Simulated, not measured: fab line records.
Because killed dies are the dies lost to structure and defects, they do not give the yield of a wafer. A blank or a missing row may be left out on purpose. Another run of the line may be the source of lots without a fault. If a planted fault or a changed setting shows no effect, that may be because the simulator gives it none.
Comparing a struck lot with a sound one ; flow sfqLine ; 14 steps out of a route of 325
Sound: wafers L705.1, L705.2, L705.4. The struck wafers were L717.2, L717.5, L717.6. The cause comes at the end.
Per side, at each step with rows, come the tool, then ch with its chambers, and then its first start. Under that, the readings that differ: sound wafers ; struck wafers ; difference of the means ; sigmas: that difference in standard deviations of wafers without a fault.
alike: readings whose means differ by less than 2 such deviations, and words and numbers that are the same on both sides. not compared: withheld readings, readings that some wafer has no value for, bounds like >300 that may hide the same value, and numbers for which the record gives no deviation and whose values overlap.
The two part at a step that has a row with sigmas, a row that says differs or no value, or rows on one side only. Non-overlapping numbers with no deviation appear without sigmas and do not part them. A reading missing from all wafers of one side parts the sides only when that side holds two or more wafers.

first, 6 steps without rows for these wafers: SFQ_TRILAYER_M2_LITHO_COAT_062 (resist thk 62 nm); SFQ_TRILAYER_M2_LITHO_COAT_057 (resist thk 600 nm); SFQ_TRILAYER_M2_LITHO_SOFTBAKE_061; SFQ_TRILAYER_M2_LITHO_EXPOSE_058 (exposes mask M2, target cd 500 nm); SFQ_TRILAYER_M2_LITHO_PEB_060 (peb time 60 s); SFQ_TRILAYER_M2_LITHO_DEVELOP_059 (time 60 s).
SFQ_M2_OVL_MEAS_916:
  sound on overlay-02 at day 33 02:04; struck on overlay-02 at day 37 05:50
  alike: M2_OVL
SFQ_TRILAYER_M2_BARC_OPEN_METAL_ETCH_077: etches BARC in O2, target depth 125 nm, time 41.7 s.
  sound on rieMetal-04 ch 0,1, day 33 02:06; struck on rieMetal-02 ch 0,1, day 37 05:52
  alike: drypumpMotorCurrentA, oesProductAu
  not compared: rfHoursCounterH
SFQ_TRILAYER_M2_ETCH_METAL_ETCH_060: etches Nb in Cl2/Ar, stops on SiO2, target depth 240 nm, time 120 s.
  sound on rieMetal-04 ch 0,1, day 33 02:09; struck on rieMetal-02 ch 0,1, day 37 05:55
  alike: drypumpMotorCurrentA, oesProductAu
  not compared: rfHoursCounterH
SFQ_TRILAYER_M2_STRIP_STRIP_061: strips in O2.
  sound on rieMetal-04 ch 0,1, day 33 02:17; struck on rieMetal-02 ch 0,1, day 37 06:03
  alike: drypumpMotorCurrentA, oesProductAu
  not compared: rfHoursCounterH
then, 1 step without rows for these wafers: SFQ_TRILAYER_M2_STRIP_SOLV_CLEAN_062 (cleans in NMP, time 600 s).
SFQ_TRILAYER_I2_DEP_PECVD_063: deposits SiO2 from SiH4/N2O, time 111.11 s, target thk 500 nm.
  sound on pecvd-03 ch 0,2, day 33 03:03; struck on pecvd-03 ch 1,2, day 37 06:49
reading;sound;struck;difference;sigmas
runLengthS (s);138.5 138.9 138.6;131.4 131.0 130.9;-7.6;-20
model.SiO2_of_TRILAYER_I2_DEP_PECVD_063.thkNm (nm);489 492 499.6;460.8 458.1 472.7;-29.7;
  alike: heaterPowerW, throttleValvePct
SFQ_TRILAYER_I2_CMP_CMP_064: polishes SiO2.
  sound on cmp-02 ch 0,1,2, day 33 09:36; struck on cmp-02 ch 1,2,3, day 37 16:36
reading;sound;struck;difference;sigmas
timeToEndpointS (s);210 215 218;197 190 195;-20;-3
  alike: motorCurrentA
SFQ_I2_BOW_MEAS_917:
  sound on filmMetro-04 at day 33 12:36; struck on filmMetro-01 at day 37 18:37
  alike: I2_BOW

## WHERE THEY PART
At SFQ_TRILAYER_I2_DEP_PECVD_063 first; at SFQ_TRILAYER_I2_CMP_CMP_064 last (within this record only). Later steps at which nothing parts them and some readings are alike: SFQ_I2_BOW_MEAS_917.

WHY: what had been put in by the simulator
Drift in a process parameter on pecvd-03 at SFQ_TRILAYER_I2_DEP_PECVD_063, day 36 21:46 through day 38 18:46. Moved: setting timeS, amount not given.
